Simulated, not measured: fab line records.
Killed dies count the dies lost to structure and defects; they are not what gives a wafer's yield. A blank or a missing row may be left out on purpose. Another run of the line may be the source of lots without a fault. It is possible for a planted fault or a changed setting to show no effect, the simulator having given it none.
What tool caused it? + flow gf180mcu + 24 lots with 72 wafers sampled at 6 steps, on a route of 602 steps

== WHAT THE GAUGES READ, wafer by wafer ==
GF_V1_CD_MEAS_14 targets a cd of 260 nm. Usual: cd nm at 260.1 nm, with a standard deviation of 1.3.
| lot  | measured     | on        | cd nm (nm)        | flag |
|------|--------------|-----------|-------------------|------|
| L074 | day 18 00:23 | cd sem-01 | 260.9 260.2 259.3 |      |
| L075 | day 18 22:42 | cd sem-02 | 260.2 259.9 260.3 |      |
| L076 | day 18 22:16 | cd sem-01 | 259.6 259.1 259.2 |      |
| L077 | day 19 02:37 | cd sem-01 | 258.8 258.0 259.9 |      |
| L079 | day 20 02:10 | cd sem-02 | 261.3 262.0 261.2 |      |
| L078 | day 20 03:07 | cd sem-01 | 261.2 261.7 260.8 |      |
| L080 | day 20 18:19 | cd sem-01 | 262.5 264.7 263.4 |      |
| L081 | day 20 23:20 | cd sem-01 | 261.2 261.6 262.0 |      |
| L082 | day 21 03:45 | cd sem-01 | 259.3 259.0 259.8 |      |
| L083 | day 21 23:17 | cd sem-02 | 260.3 259.6 259.5 |      |
| L084 | day 21 23:41 | cd sem-01 | 261.2 261.1 260.7 |      |
| L085 | day 22 11:14 | cd sem-02 | 260.4 260.0 260.2 |      |
| L086 | day 22 14:52 | cd sem-01 | 258.6 259.3 258.6 |      |
| L087 | day 23 02:41 | cd sem-01 | 258.7 259.7 259.6 |      |
| L088 | day 23 14:05 | cd sem-01 | 259.9 259.7 259.6 |      |
| L089 | day 23 16:19 | cd sem-01 | 260.9 260.0 259.4 |      |
| L090 | day 23 18:34 | cd sem-02 | 260.6 259.8 260.7 |      |
| L091 | day 24 09:03 | cd sem-02 | 262.4 263.2 261.9 |      |
| L092 | day 24 13:34 | cd sem-02 | 258.6 257.9 258.5 |      |
| L093 | day 24 22:56 | cd sem-02 | 259.3 258.9 258.2 |      |
| L094 | day 25 14:13 | cd sem-02 | 260.3 261.3 259.1 |      |
| L095 | day 25 16:22 | cd sem-02 | 260.4 261.1 261.1 |      |
| L096 | day 26 00:25 | cd sem-01 | 258.9 258.9 258.8 |      |
| L097 | day 26 04:35 | cd sem-02 | 259.6 260.1 260.7 |      |

GF_V2_THK_MEAS_01. Usual: for V2_CVD_00_THK the level is 598 nm and the standard deviation is 6.6.
| lot  | measured     | on            | V2_CVD_00_THK (nm) | flag |
|------|--------------|---------------|--------------------|------|
| L074 | day 19 03:10 | film metro-02 | 594 605 601        |      |
| L075 | day 20 01:41 | film metro-02 | 599 597 604        |      |
| L076 | day 20 01:22 | film metro-02 | 603 602 588        |      |
| L077 | day 20 05:28 | film metro-02 | 611 602 605        |      |
| L079 | day 21 05:29 | film metro-04 | 594 602 606        |      |
| L078 | day 21 06:27 | film metro-02 | 612 608 595        |      |
| L080 | day 21 20:35 | film metro-02 | 598 603 598        |      |
| L081 | day 22 01:08 | film metro-02 | 599 599 603        |      |
| L082 | day 22 05:31 | film metro-02 | 596 611 601        |      |
| L083 | day 23 01:23 | film metro-04 | 591 591 600        |      |
| L084 | day 23 01:51 | film metro-04 | 603 593 595        |      |
| L085 | day 23 13:12 | film metro-04 | 587 593 592        |      |
| L086 | day 23 16:13 | film metro-02 | 606 603 608        |      |
| L087 | day 24 03:54 | film metro-04 | 597 597 592        |      |
| L088 | day 24 14:04 | film metro-02 | 599 591 595        |      |
| L089 | day 24 17:39 | film metro-04 | 585 597 593        |      |
| L090 | day 24 19:32 | film metro-04 | 603 589 600        |      |
| L091 | day 25 09:46 | film metro-02 | 591 604 607        |      |
| L092 | day 25 13:14 | film metro-02 | 601 602 600        |      |
| L093 | day 25 22:55 | film metro-02 | 590 602 596        |      |
| L094 | day 26 14:14 | film metro-04 | 592 597 584        |      |
| L095 | day 26 15:30 | film metro-02 | 591 596 598        |      |
| L096 | day 26 22:46 | film metro-01 | 613 610 613        |      |
| L097 | day 27 03:53 | film metro-04 | 594 592 606        |      |

GF_V4_BOW_MEAS_05. Usual: for V4_BOW the level is 137 um and the standard deviation is 9.2.
| lot  | measured     | on            | V4_BOW (um) | flag |
|------|--------------|---------------|-------------|------|
| L074 | day 23 09:52 | film metro-04 | 139 143 147 |      |
| L075 | day 24 05:17 | film metro-02 | 129 129 134 |      |
| L076 | day 24 04:59 | film metro-04 | 133 139 148 |      |
| L077 | day 24 09:35 | film metro-02 | 135 137 126 |      |
| L079 | day 25 07:05 | film metro-04 | 141 145 140 |      |
| L078 | day 25 07:46 | film metro-02 | 143 149 135 |      |
| L080 | day 25 19:15 | film metro-02 | 122 128 126 |      |
| L081 | day 26 02:12 | film metro-01 | 125 134 128 |      |
| L082 | day 26 05:16 | film metro-02 | 134 158 148 |      |
| L083 | day 26 22:01 | film metro-01 | 134 132 141 |      |
| L084 | day 26 22:23 | film metro-04 | 139 139 126 |      |
| L085 | day 27 09:36 | film metro-01 | 119 128 120 |      |
| L086 | day 27 11:09 | film metro-02 | 123 128 132 |      |
| L087 | day 27 22:59 | film metro-04 | 146 151 143 |      |
| L088 | day 28 07:23 | film metro-02 | 132 122 136 |      |
| L089 | day 28 11:17 | film metro-04 | 122 135 129 |      |
| L090 | day 28 11:26 | film metro-01 | 126 124 131 |      |
| L091 | day 29 02:35 | film metro-04 | 124 127 129 |      |
| L092 | day 29 05:01 | film metro-02 | 138 155 148 |      |
| L093 | day 29 12:55 | film metro-01 | 146 150 143 |      |
| L094 | day 30 03:47 | film metro-02 | 143 143 138 |      |
| L095 | day 30 04:08 | film metro-04 | 130 146 147 |      |
| L096 | day 30 11:06 | film metro-02 | 140 142 144 |      |
| L097 | day 30 15:59 | film metro-01 | 114 121 114 |      |

GF_M5_OVL_MEAS_08. Usual: for M5_OVL the level is -3 nm and the standard deviation is 5.
| lot  | measured     | on         | M5_OVL (nm) | flag |
|------|--------------|------------|-------------|------|
| L074 | day 26 05:52 | overlay-02 | -5 -6 -2    |      |
| L075 | day 27 00:55 | overlay-01 | -12 -15 -7  |      |
| L076 | day 27 00:06 | overlay-02 | -7 3 -11    |      |
| L077 | day 27 03:53 | overlay-01 | -3 -8 -2    |      |
| L079 | day 27 23:26 | overlay-01 | -9 -9 -11   |      |
| L078 | day 27 23:52 | overlay-01 | 5 -5 0      |      |
| L080 | day 28 10:23 | overlay-01 | -5 -3 -1    |      |
| L081 | day 28 14:55 | overlay-01 | -2 -1 2     |      |
| L082 | day 28 19:41 | overlay-01 | -14 -6 -5   |      |
| L083 | day 29 10:41 | overlay-01 | -5 7 2      |      |
| L084 | day 29 11:49 | overlay-01 | -3 -2 -1    |      |
| L085 | day 29 23:10 | overlay-02 | 2 0 -3      |      |
| L086 | day 29 23:59 | overlay-02 | -7 -8 -3    |      |
| L087 | day 30 10:33 | overlay-01 | 3 -5 -6     |      |
| L088 | day 30 18:28 | overlay-02 | -8 -1 -3    |      |
| L089 | day 30 21:53 | overlay-01 | 0 -1 -6     |      |
| L090 | day 30 21:56 | overlay-02 | 0 -3 -2     |      |
| L091 | day 31 11:58 | overlay-01 | 1 7 9       |      |
| L092 | day 31 14:03 | overlay-02 | -2 10 1     |      |
| L093 | day 31 21:09 | overlay-02 | 5 1 -7      |      |
| L094 | day 32 11:05 | overlay-02 | -9 -3 -2    |      |
| L095 | day 32 11:26 | overlay-02 | -3 -2 -1    |      |
| L096 | day 32 17:02 | overlay-01 | 2 -2 -2     |      |
| L097 | day 32 20:47 | overlay-01 | -13 -4 -13  |      |

== EACH LOT AND THE TOOL THAT RAN IT (in order: tool; ch and the chambers of the sampled wafers; start) ==
| lot  | GF_HV_LDD_ETCHBACK_58              | GF_V2_STRIP_18                       |
|------|------------------------------------|--------------------------------------|
| L074 | rie diel-01 ch 0,1,2, day 12 10:53 | plasma asher-01 ch 0,1, day 20 04:56 |
| L075 | rie diel-01 ch 0,1,3, day 13 04:17 | plasma asher-02 ch 0,1, day 21 02:34 |
| L076 | rie diel-04 ch 1,2,3, day 13 04:57 | plasma asher-02 ch 0,1, day 21 02:02 |
| L077 | rie diel-03 ch 0,2,3, day 13 07:41 | plasma asher-01 ch 0,1, day 21 06:53 |
| L079 | rie diel-04 ch 1,2,3, day 14 04:33 | plasma asher-02 ch 0,1, day 22 05:43 |
| L078 | rie diel-01 ch 1,2, day 14 05:58   | plasma asher-02 ch 0,1, day 22 07:20 |
| L080 | rie diel-03 ch 2,3, day 14 19:50   | plasma asher-04 ch 0,1, day 22 20:01 |
| L081 | rie diel-04 ch 0,2, day 14 22:32   | plasma asher-01 ch 0,1, day 23 01:42 |
| L082 | rie diel-01 ch 2,3, day 15 01:29   | plasma asher-02 ch 0,1, day 23 05:38 |
| L083 | rie diel-01 ch 1,3, day 15 20:41   | plasma asher-01 ch 0,1, day 24 01:12 |
| L084 | rie diel-03 ch 1,2,3, day 15 21:31 | plasma asher-04 ch 0,1, day 24 01:53 |
| L085 | rie diel-04 ch 0,1,2, day 16 08:54 | plasma asher-02 ch 0,1, day 24 12:32 |
| L086 | rie diel-03 ch 1,2,3, day 16 11:27 | plasma asher-04 ch 0,1, day 24 14:41 |
| L087 | rie diel-01 ch 0,1,3, day 16 22:25 | plasma asher-04 ch 0,1, day 25 02:39 |
| L088 | rie diel-04 ch 1,3, day 17 11:22   | plasma asher-01 ch 0,1, day 25 12:27 |
| L089 | rie diel-03 ch 1,2,3, day 17 12:47 | plasma asher-02 ch 0,1, day 25 16:07 |
| L090 | rie diel-03 ch 0,2, day 17 15:37   | plasma asher-02 ch 0,1, day 25 17:25 |
| L091 | rie diel-03 ch 1,2,3, day 18 06:21 | plasma asher-01 ch 0,1, day 26 08:02 |
| L092 | rie diel-01 ch 0,2,3, day 18 12:45 | plasma asher-02 ch 1, day 26 10:49   |
| L093 | rie diel-04 ch 0,1,3, day 18 21:28 | plasma asher-02 ch 0,1, day 26 19:49 |
| L094 | rie diel-01 ch 0,1,2, day 19 13:56 | plasma asher-01 ch 0,1, day 27 11:55 |
| L095 | rie diel-03 ch 0,1,2, day 19 15:17 | plasma asher-04 ch 0,1, day 27 12:19 |
| L096 | rie diel-04 ch 0,2,3, day 20 02:32 | plasma asher-02 ch 1, day 27 19:22   |
| L097 | rie diel-04 ch 0,2, day 20 08:22   | plasma asher-04 ch 0,1, day 28 00:57 |
- GF_HV_LDD_ETCHBACK_58: etches Si3N4 in CH3F/O2, stops on SiO2, time 100 s, target depth 90 nm.
- GF_V2_STRIP_18: strips in O2/N2.

== WHAT THE TOOLS THEMSELVES READ (means of the sampled wafers that have a number; where no wafer has one, the mark that the record gives instead) ==
GF_HV_LDD_ETCHBACK_58. Usual: drypump motor current A 5.8 A, standard deviation 0.49; oes product au 0.843 a.u., standard deviation 0.0064; throttle valve pct 10.561 %, standard deviation 0.0085.
| lot  | tool        | drypump motor current A (A) | oes product au (a.u.) | throttle valve pct (%) | flag |
|------|-------------|-----------------------------|-----------------------|------------------------|------|
| L074 | rie diel-01 | 5.7                         | 0.840                 | 10.560                 |      |
| L075 | rie diel-01 | 5.9                         | 0.840                 | 10.563                 |      |
| L076 | rie diel-04 | 6.3                         | 0.836                 | 10.568                 |      |
| L077 | rie diel-03 | 5.4                         | 0.846                 | 10.563                 |      |
| L079 | rie diel-04 | 6.3                         | 0.841                 | 10.558                 |      |
| L078 | rie diel-01 | 5.5                         | 0.841                 | 10.561                 |      |
| L080 | rie diel-03 | 5.1                         | 0.840                 | 10.564                 |      |
| L081 | rie diel-04 | 6.3                         | 0.850                 | 10.561                 |      |
| L082 | rie diel-01 | 5.8                         | 0.850                 | 10.565                 |      |
| L083 | rie diel-01 | 6.1                         | 0.847                 | 10.559                 |      |
| L084 | rie diel-03 | 5.3                         | 0.838                 | 10.560                 |      |
| L085 | rie diel-04 | 6.1                         | 0.843                 | 10.553                 |      |
| L086 | rie diel-03 | 5.2                         | 0.840                 | 10.570                 |      |
| L087 | rie diel-01 | 5.9                         | 0.841                 | 10.556                 |      |
| L088 | rie diel-04 | 6.1                         | 0.846                 | 10.564                 |      |
| L089 | rie diel-03 | 5.3                         | 0.845                 | 10.558                 |      |
| L090 | rie diel-03 | 5.5                         | 0.852                 | 10.571                 |      |
| L091 | rie diel-03 | 5.2                         | 0.842                 | 10.562                 |      |
| L092 | rie diel-01 | 5.9                         | 0.839                 | 10.560                 |      |
| L093 | rie diel-04 | 6.1                         | 0.846                 | 10.558                 |      |
| L094 | rie diel-01 | 5.6                         | 0.834                 | 10.557                 |      |
| L095 | rie diel-03 | 5.5                         | 0.840                 | 10.560                 |      |
| L096 | rie diel-04 | 6.4                         | 0.839                 | 10.564                 |      |
| L097 | rie diel-04 | 6.1                         | 0.849                 | 10.565                 |      |

GF_V2_STRIP_18. Usual: drypump motor current A 6.1 A, standard deviation 0.52; heater power w 331 W, standard deviation 33; o2 flow sccm 3001 sccm, standard deviation 9.4; oes product au 0.594 a.u., standard deviation 0.0048; platen temp c 250.01 C, standard deviation 0.15.
| lot  | tool            | drypump motor current A (A) | heater power w (W) | o2 flow sccm (sccm) | oes product au (a.u.) | platen temp c (C) | flag |
|------|-----------------|-----------------------------|--------------------|---------------------|-----------------------|-------------------|------|
| L074 | plasma asher-01 | 5.8                         | 307                | 2990                | 0.589                 | 249.87            |      |
| L075 | plasma asher-02 | 6.7                         | 352                | 2999                | 0.592                 | 250.13            |      |
| L076 | plasma asher-02 | 6.6                         | 357                | 2992                | 0.588                 | 249.89            |      |
| L077 | plasma asher-01 | 5.8                         | 305                | 2998                | 0.596                 | 250.07            |      |
| L079 | plasma asher-02 | 6.7                         | 355                | 2995                | 0.589                 | 250.08            |      |
| L078 | plasma asher-02 | 6.6                         | 363                | 3001                | 0.597                 | 249.97            |      |
| L080 | plasma asher-04 | 5.5                         | 297                | 3010                | 0.595                 | 250.02            |      |
| L081 | plasma asher-01 | 5.8                         | 317                | 2988                | 0.592                 | 250.12            |      |
| L082 | plasma asher-02 | 6.6                         | 361                | 3004                | 0.594                 | 249.97            |      |
| L083 | plasma asher-01 | 5.9                         | 313                | 3002                | 0.593                 | 250.01            |      |
| L084 | plasma asher-04 | 5.4                         | 297                | 3000                | 0.595                 | 250.03            |      |
| L085 | plasma asher-02 | 6.6                         | 357                | 2995                | 0.600                 | 250.03            |      |
| L086 | plasma asher-04 | 5.5                         | 296                | 3003                | 0.595                 | 249.95            |      |
| L087 | plasma asher-04 | 5.4                         | 292                | 3004                | 0.597                 | 250.01            |      |
| L088 | plasma asher-01 | 5.8                         | 308                | 3007                | 0.594                 | 249.88            |      |
| L089 | plasma asher-02 | 6.6                         | 357                | 3005                | 0.598                 | 249.89            |      |
| L090 | plasma asher-02 | 6.6                         | 357                | 2999                | 0.593                 | 250.15            |      |
| L091 | plasma asher-01 | 5.8                         | 306                | 3001                | 0.597                 | 250.15            |      |
| L092 | plasma asher-02 | 6.5                         | 361                | 2994                | 0.591                 | 249.95            |      |
| L093 | plasma asher-02 | 6.6                         | 353                | 2991                | 0.594                 | 249.94            |      |
| L094 | plasma asher-01 | 5.8                         | 309                | 2992                | 0.594                 | 250.04            |      |
| L095 | plasma asher-04 | 5.4                         | 295                | 2999                | 0.599                 | 249.91            |      |
| L096 | plasma asher-02 | 6.5                         | 356                | 2995                | 0.591                 | 250.10            |      |
| L097 | plasma asher-04 | 5.5                         | 295                | 3002                | 0.595                 | 250.04            |      |

== THE ANSWER, worked out from the rows above alone ==
Rule: take the mean of a lot's wafers that have a number; if it is more than 3 standard deviations from the usual mean, the lot is off. Also off: a lot with no number at a reading for which 4 or more lots have one. The other lots that the step has rows for count as sound. The gauges are gone through in route order, then the tools' own readings, and for those a lot's mean is taken as printed above. At the first step where some lot is off, the reading lying furthest off is the one used; lots without a number count as furthest.
No lot is off at any reading shown: from this, nothing can be told.

== WHAT HAD BEEN PUT IN BY THE SIMULATOR ==
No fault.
